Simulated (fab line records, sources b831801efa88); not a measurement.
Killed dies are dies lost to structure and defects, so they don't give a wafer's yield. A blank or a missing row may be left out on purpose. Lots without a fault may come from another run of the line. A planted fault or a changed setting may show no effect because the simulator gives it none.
fab line records | flow sfq_line
record lots=15 wafers=43 last_day=86
route steps=325 shown L0@12
lots that met no fault: from a run of the same line without faults
start_h: hours from the record's first day to the start of the lot's first wafer shown | wait_h: hours since the lot's step before | " the same as in the row above | L1.1+2: a row that stands for several wafers | - no value, or no start given | * or withheld: withheld | < > ~ a bound
route shown NAME@n: a module of which the file shows steps, and the number in the route of the first | usual: mean/standard deviation of fault-free wafers | same: alike in all rows | chamber/n: place in a boat | sites: the reading at each site | _std_site: their standard deviation | _edge_site: outer sites' mean less inner sites' | radius_mm: how far each site lies from the wafer's centre | mask NAME#n: copy n | behind: the tool/chamber that last shaped the wafer | hold: why the lot was held/for how many hours/how that ended | device: the transistor (n, p or np) that didn't switch | end of line: the same wafers' tests at the end of the route | a step without rows: its recipe alone | killed: dies lost to structure and defects at the first sort, not the wafer's yield | map: a wafer's dies, x killed, . not, _ none there
set.NAME: the setting as run; set.NAME@STEP: as run at that earlier step | model.NAME: the simulator's own value behind a step, which no gauge read
steps of the route over a sample of lots; a table a step, a row a wafer
services: from which hour (start_h, from the record's first day; less than 0 if before it) a tool's chamber was out of use, for how many hours, and why
## steps
# step SFQ_TRILAYER_L0_BARC_OPEN_METAL_ETCH_010
# recipe mask_material=PR chemistry=O2 target_depth_nm=125 target=BARC icp_w=600 bias_w=80 pressure_mtorr=10 time_s=41.7
# usual drypump_motor_current_A=5.9/0.42 oes_product_au=0.685/0.004 run_length_s=70.0/0.42
# columns lot.wafer tool chamber start_h wait_h drypump_motor_current_A oes_product_au rf_hours_counter_h run_length_s
L556.1 rie_metal-03 1 79.70 0.1 6.6 0.689 70 69.8
L556.2 " 0 " " 6.2 0.684 175 70.0
L556.3 " 0 " " 6.2 0.685 - 70.5
L557.2 rie_metal-03 0 86.90 0.1 6.2 0.677 177 70.4
L557.4 " 1 " " 6.6 0.678 - 70.0
L557.6 " 1 " " 6.6 0.686 - 69.8
L558.1 rie_metal-02 1 88.10 0.1 6.2 0.691 51 70.2
L558.2 " 0 " " 5.4 0.683 28 70.0
L558.4 " 1 " " 6.2 0.686 - 70.2
L563.3 rie_metal-02 1 111.76 0.1 6.2 0.687 - 70.8
L563.6 " 1 " " 6.2 0.668 - 72.5
L565.2 rie_metal-02 1 118.94 0.1 6.2 0.662 57 72.4
L565.3 " 0 " " 5.4 0.683 - 70.4
L566.2 rie_metal-04 0 123.74 0.1 5.7 0.683 142 70.1
L566.3 " 0 " " 5.7 0.688 - 70.0
L566.6 " 1 " " 5.5 0.684 - 69.6
L567.2 rie_metal-02 0 129.74 0.1 5.5 0.671 35 72.6
L567.3 " 1 " " 6.2 0.682 - 70.5
L567.4 " 0 " " 5.4 0.689 - 70.5
L568.2 rie_metal-04 0 135.25 0.1 5.7 0.683 - 70.0
L568.3 " 0 " " 5.7 0.688 - 70.5
L568.4 " 0 " " 5.7 0.689 - 70.7
L569.2 rie_metal-03 0 138.83 0.1 6.2 0.690 187 70.3
L569.3 " 1 " " 6.5 0.680 - 70.3
L569.5 " 1 " " 6.6 0.695 - 69.9
L570.3 rie_metal-04 0 146.07 0.1 5.7 0.685 - 70.4
L570.4 " 0 " " 5.7 0.680 - 70.2
L570.6 " 0 " " 5.7 0.677 - 70.1
L574.1 rie_metal-04 0 186.45 0.1 5.7 0.681 152 70.2
L574.2 " 1 " " 5.6 0.686 21 69.4
L574.3 " 1 " " 5.6 0.685 - 69.4
L575.3 rie_metal-03 1 192.49 0.1 6.6 0.682 - 69.9
L575.4 " 1 " " 6.6 0.683 - 70.0
L575.6 " 1 " " 6.6 0.689 - 69.6
L576.1 rie_metal-02 0 198.45 0.1 5.4 0.681 46 70.5
L576.2 " 1 " " 6.2 0.681 72 70.3
L576.5 " 1 " " 6.2 0.684 - 70.7
L578.2 rie_metal-04 1 207.25 0.1 5.5 0.690 24 69.8
L578.4 " 0 " " 5.7 0.684 - 70.2
L578.5 " 1 " " 5.6 0.688 - 69.1
L579.2 rie_metal-03 1 213.25 0.1 6.6 0.690 96 69.8
L579.3 " 1 " " 6.6 0.682 - 69.7
L579.6 " 1 " " 6.6 0.693 - 70.2
## services
# columns tool chamber start_h hours kind
rie_metal-04 1 95.07 4.4 repair
rie_metal-03 - 98.54 1.0 repair
rie_metal-02 - 120.02 2.8 pm
rie_metal-04 1 132.15 14.7 repair
rie_metal-03 0 162.99 43.4 repair
rie_metal-04 0 166.68 8.0 repair
rie_metal-02 0 190.11 6.2 repair
## key
first_sign step=SFQ_TRILAYER_L0_BARC_OPEN_METAL_ETCH_010 reading=run_length_s direction=up sigmas=5.8 usual=* struck=*
effect step=SFQ_TRILAYER_L0_BARC_OPEN_METAL_ETCH_010 reading=oes_product_au direction=down sigmas=4.4 usual=0.685 struck=0.667
met_at SFQ_TRILAYER_L0_BARC_OPEN_METAL_ETCH_010
struck_lots L563,L565,L567
struck_wafers L563.6,L565.2,L567.2
onset_between 88.10 111.76
fault kind=process_parameter_drift tool=rie_metal-02 chamber=- onset_h=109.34 steps=SFQ_TRILAYER_L0_BARC_OPEN_METAL_ETCH_010 channel=time_s offset=* shape=step end_h=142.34 scope=struck_wafers_only acts_in=* stated=*
